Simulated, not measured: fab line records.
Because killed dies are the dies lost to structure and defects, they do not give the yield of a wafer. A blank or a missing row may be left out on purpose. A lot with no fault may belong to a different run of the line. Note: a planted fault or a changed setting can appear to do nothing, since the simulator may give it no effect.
Comparing a struck lot with a sound one -- flow sky130 -- 17 steps out of a route of 708
Sound: wafers L875.2, L875.5, L875.6. Wafers struck: L886.2, L886.4, L886.6. At the end, the cause is stated.
For every step that has rows: the tool of each side, followed by ch and its chambers, followed by its first start. Under that, the readings that differ: sound wafers -- struck wafers -- difference of the means -- sigmas: that difference in standard deviations of wafers without a fault.
alike: same words and numbers on both sides, and readings whose means sit less than 2 such deviations apart. not compared: any withheld reading, any reading some wafer has no value for, any bound like >300 that may hide the same value, and any number with overlapping values for which the record gives no deviation.
The two part at a step that has a row with sigmas, a row that says differs or no value, or rows on one side only. Numbers that don't overlap but have no deviation are shown without sigmas and don't part them. Lack of a reading on every wafer of one side parts them only where that side has two or more wafers.

first, 2 steps without rows for these wafers: SKY_NWELL_IMPLANT_12; SKY_NWELL_IMPLANT_13.
SKY_NWELL_STRIP_14: strips in O2/N2.
  sound on plasma asher-02 ch 0,1, day 6 02:31; struck on plasma asher-02 ch 0,1, day 8 19:04
  alike: drypump motor current A, oes product au, strip time to endpoint s
  not compared: rf hours counter h
SKY_NWELL_TW_MEAS_15:
  sound on film metro-04, day 6 02:37; struck on film metro-02, day 8 19:10
  alike: NWELL_TW
then, 7 steps without rows for these wafers: SKY_NWELL_DEHYDRATE_16 (time 60 s); SKY_NWELL_HMDS_17 (prime time 60 s); SKY_NWELL_COAT_18 (resist thk 3000 nm); SKY_NWELL_SOFTBAKE_19; SKY_NWELL_EXPOSE_20 (exposes mask NWM COMPLEMENT, target cd 840 nm); SKY_NWELL_PEB_21; SKY_NWELL_DEVELOP_22 (develop time 60 s).
SKY_NWELL_OVL_MEAS_23:
  sound on overlay-02, day 6 21:23; struck on overlay-02, day 9 16:44
  alike: NWELL_01_OVL
SKY_NWELL_IMPLANT_24:
  sound on implanter-03 ch 0, day 6 21:26; struck on implanter-02 ch 0, day 9 16:48
reading,sound,struck,difference,sigmas
dose ions cm2,9.185e+12 9.19e+12 9.191e+12,4.457e+12 4.454e+12 4.462e+12,-4.731e+12,-99 or more
faraday current uA,50.5 53.2 51.3,24.8 24.7 24.1,-27.1,-27
SKY_NWELL_STRIP_25: strips in O2/N2.
  sound on plasma asher-03 ch 0,1, day 6 21:34; struck on plasma asher-03 ch 1, day 9 16:55
  alike: drypump motor current A, oes product au, strip time to endpoint s
  not compared: rf hours counter h
SKY_NWELL_TW_MEAS_26:
  sound on film metro-02, day 6 21:40; struck on film metro-04, day 9 17:02
reading,sound,struck,difference,sigmas
NWELL_2_TW,493.4 493.7 494.0,396.1 397.7 397.4,-96.6,-40
then, 1 step without rows for these wafers: SKY_NWELL_CLEAN_27 (cleans in SC1/SC2, time 150 s).
-- the record jumps here: 40 days lie between the struck wafers' starts before and after (it left off in module NWELL and takes up again in module PAD_OPEN, whose first step shown is number 708 of the route) --
SKY_PAD_OPEN_PROBE_99:
  sound on prober-02, day 47 16:40; struck on prober-01, day 50 02:14
reading,sound,struck,difference,sigmas
model.etest.pfet_16v.r on ohm um,1.497e+04 1.491e+04 1.52e+04,2.277e+04 2.366e+04 2.243e+04,+7.927e+03,
model.etest.res iso pwell.rs ohm sq,2763 2823 2986,5707 6164 5558,+2952,
model.etest.res pwell under gate.rs ohm sq,2275 2282 2266,3708 3679 3644,+1403,
model.etest.res iso pwell.line ohm um,1040 1062 1104,2178 2388 2150,+1170,
model.etest.pfet_16v.drive ua um,249.3 246.6 247.4,142.9 134.5 144.9,-107.0,
model.etest.tip_n_5v.rs ohm sq,1399 1402 1395,1324 1334 1328,-70,
model.etest.res pwell under gate.rs ohm sq range,52.05 59.55 49.12,116.8 119.6 130,+68.6,
  alike: killed_at_M0_to_M3, killed_at_M4_up, killed at contacts, killed at front end, killed at other, killed dies, killed open, killed short
  not compared: model.etest.nfet_16v.r on ohm um

WHERE THEY PART
At SKY_NWELL_IMPLANT_24 first; at SKY_NWELL_TW_MEAS_26 last (within this record only). Later steps at which nothing parts them and some readings are alike: SKY_PAD_OPEN_PROBE_99.

WHY: what had been put in by the simulator
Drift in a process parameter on implanter-02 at SKY_NWELL_IMPLANT_24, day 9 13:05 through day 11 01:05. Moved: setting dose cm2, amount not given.
